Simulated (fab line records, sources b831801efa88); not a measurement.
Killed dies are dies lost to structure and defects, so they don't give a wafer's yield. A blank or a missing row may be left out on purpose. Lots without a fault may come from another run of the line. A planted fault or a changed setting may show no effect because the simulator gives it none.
Problem report in the 8D (eight disciplines) form, filled by code | flow sfq_line | the parts of the form that need people (team, actions taken, sign-off) are left out

1. THE PROBLEM
spin_speed_rpm at SFQ_TRILAYER_I7_VIA_LITHO_COAT_192 reads a mean of 3195.8 rpm on 6 wafers of 2 lots; wafers without a fault read 2999.8 rpm with a standard deviation of 2.4. That is +82 standard deviations from the usual mean.
The step: resist thk 62 nm.
First seen on wafer L651.1, day 86 12:39, on litho_track-03. The record holds 42 wafers of 14 lots with a number at this step. Rule for "out", or "out of limits": more than 4 standard deviations from the usual mean. The other wafers with a number count as sound.

2. WHAT IT IS AND WHAT IT IS NOT
question                    | is                     | is not
which readings at this step | spin_speed_rpm         | -
which lots                  | L650, L651             | L636, L637, L640, L643, L644, L647, L649, L652, L653, L657, L658, L659
which wafers of those lots  | all that have a number | -
read on which tools         | litho_track-03         | litho_track-02, litho_track-04
when                        | from day 86 12:39      | up to then (21 sound wafers); but 15 sound wafers of L652, L653, L657, L658, L659 came after

3. SUSPECTS, AND WHAT RULES EACH OUT
Counting: a tool at a process step up to the reading stays a suspect if it ran every lot that is out and no sound lot after the first of them.
- litho_track-03 at SFQ_TRILAYER_I7_VIA_LITHO_COAT_192 (resist thk 62 nm): ruled out as a lasting fault. Sound lots L657, L658 ran on it after its first lot that is out, L651 (day 86 12:39).
Left after counting: nothing in the record.

4. THE CAUSE (what the simulator had put in)
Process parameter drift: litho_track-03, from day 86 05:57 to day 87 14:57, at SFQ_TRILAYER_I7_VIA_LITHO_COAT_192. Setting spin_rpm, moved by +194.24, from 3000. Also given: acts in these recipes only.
Counting ruled it out, wrongly.

5. THE CHAIN OF EFFECTS, in route order
Each row: a reading whose mean over the struck wafers that have a number lies more than 3 standard deviations from the usual. Only readings for which the record gives a usual standard deviation are gone through. hours: the time from each lot's start at the first step in this table that gives one to its start at this step, as a median over the lots. sigmas: the change in usual standard deviations.
hours | step                               | reading        | usual      | on struck wafers | change | sigmas
0     | SFQ_TRILAYER_I7_VIA_LITHO_COAT_192 | spin_speed_rpm | 2999.8 rpm | 3195.8           | +196.0 | +82
The process steps in it:
- SFQ_TRILAYER_I7_VIA_LITHO_COAT_192: resist thk 62 nm.
Later measuring or inspecting steps at which every struck wafer that the step has a row for has a number for every such reading, and none has moved that far: SFQ_M8_BOW_MEAS_951.

6. WHAT WOULD HAVE CAUGHT IT SOONER
In this record the first reading out of limits was taken at day 86 12:39, 7 hours after the fault began at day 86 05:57.
